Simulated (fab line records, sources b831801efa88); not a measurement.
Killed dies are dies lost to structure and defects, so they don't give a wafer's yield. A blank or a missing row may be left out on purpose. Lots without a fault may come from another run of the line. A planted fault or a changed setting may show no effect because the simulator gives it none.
Which tool did it? | flow gf180mcu | 12 lots, 36 wafers sampled, at 4 steps of a route of 602

WHAT THE GAUGES READ, wafer by wafer
GF_MIM_THK_MEAS_11: measures by xrf.
lot  | measured     | on            | MIM_ALCU_THK (nm)
L075 | day 24 18:02 | film_metro-04 | 200.7 198.8 201.5
L077 | day 25 14:17 | film_metro-02 | 195.0 196.0 195.7
L081 | day 26 18:01 | film_metro-04 | 197.0 197.7 195.4
L080 | day 26 19:08 | film_metro-01 | 202.2 200.8 200.3
L083 | day 27 18:44 | film_metro-01 | 195.0 196.1 197.0
L085 | day 28 06:53 | film_metro-04 | 200.7 199.9 199.5
L087 | day 29 05:19 | film_metro-01 | 197.0 196.0 196.3
L089 | day 29 17:02 | film_metro-02 | 194.5 194.8 197.7
L090 | day 30 06:52 | film_metro-04 | 196.3 196.0 198.2
L093 | day 30 21:40 | film_metro-04 | 198.6 197.6 199.0
L095 | day 31 05:43 | film_metro-04 | 194.5 196.5 194.4
L097 | day 31 17:50 | film_metro-01 | 196.5 197.7 196.7

WHICH TOOL RAN EACH LOT (tool, then ch and the chambers of the sampled wafers, then the start)
lot  | GF_V3_SPUTTER_21             | GF_V4_CMP_04                  | GF_V4_SPUTTER_22
L075 | pvd_sputter-01, day 22 15:58 | cmp-02 ch 0,1,3, day 23 16:52 | pvd_sputter-03, day 24 16:52
L077 | pvd_sputter-04, day 23 11:46 | cmp-02 ch 1,3, day 24 12:44   | pvd_sputter-02, day 25 12:50
L081 | pvd_sputter-04, day 24 19:30 | cmp-01 ch 0,1, day 25 18:03   | pvd_sputter-04, day 26 16:47
L080 | pvd_sputter-01, day 24 21:04 | cmp-02 ch 0,2,3, day 25 19:24 | pvd_sputter-04, day 26 17:58
L083 | pvd_sputter-04, day 25 19:12 | cmp-02 ch 1,2, day 26 18:52   | pvd_sputter-04, day 27 17:34
L085 | pvd_sputter-03, day 26 10:20 | cmp-02 ch 0,1,3, day 27 09:35 | pvd_sputter-04, day 28 05:26
L087 | pvd_sputter-01, day 27 09:33 | cmp-02 ch 0,1,3, day 28 07:20 | pvd_sputter-02, day 29 04:08
L089 | pvd_sputter-03, day 27 22:43 | cmp-01 ch 0,2, day 28 19:55   | pvd_sputter-03, day 29 15:52
L090 | pvd_sputter-03, day 28 12:13 | cmp-02 ch 1,2, day 29 09:28   | pvd_sputter-02, day 30 05:10
L093 | pvd_sputter-01, day 29 04:12 | cmp-01 ch 0,2,3, day 30 01:05 | pvd_sputter-04, day 30 20:30
L095 | pvd_sputter-03, day 29 12:23 | cmp-01 ch 0,1,3, day 30 09:01 | pvd_sputter-02, day 31 04:33
L097 | pvd_sputter-03, day 30 01:40 | cmp-02 ch 1,2, day 30 21:55   | pvd_sputter-03, day 31 16:40
- GF_V3_SPUTTER_21: material Ti, target thk 15 nm, time 80.02 s.
- GF_V4_CMP_04: polishes SiO2.
- GF_V4_SPUTTER_22: material TiN, target thk 10 nm, time 40 s.

THE ANSWER, worked out from the rows above alone
Rule: what is usual is taken from the lots themselves. Put in order of their means at a reading, lots are off if they are a third of the lots or fewer, leave a main group of 4 or more, and stand apart from it by a gap of 3 or more times the standard deviation of the main group's means; of several such gaps the widest counts. A main group whose means are all the same, to the digits that the tables above print for the reading, isn't used. A lot without any number at a reading at which 4 lots or more have one is off too. The other lots that the step has rows for count as sound.
No lot is off at any reading shown: from this, nothing can be told.

WHAT THE SIMULATOR HAD PUT IN
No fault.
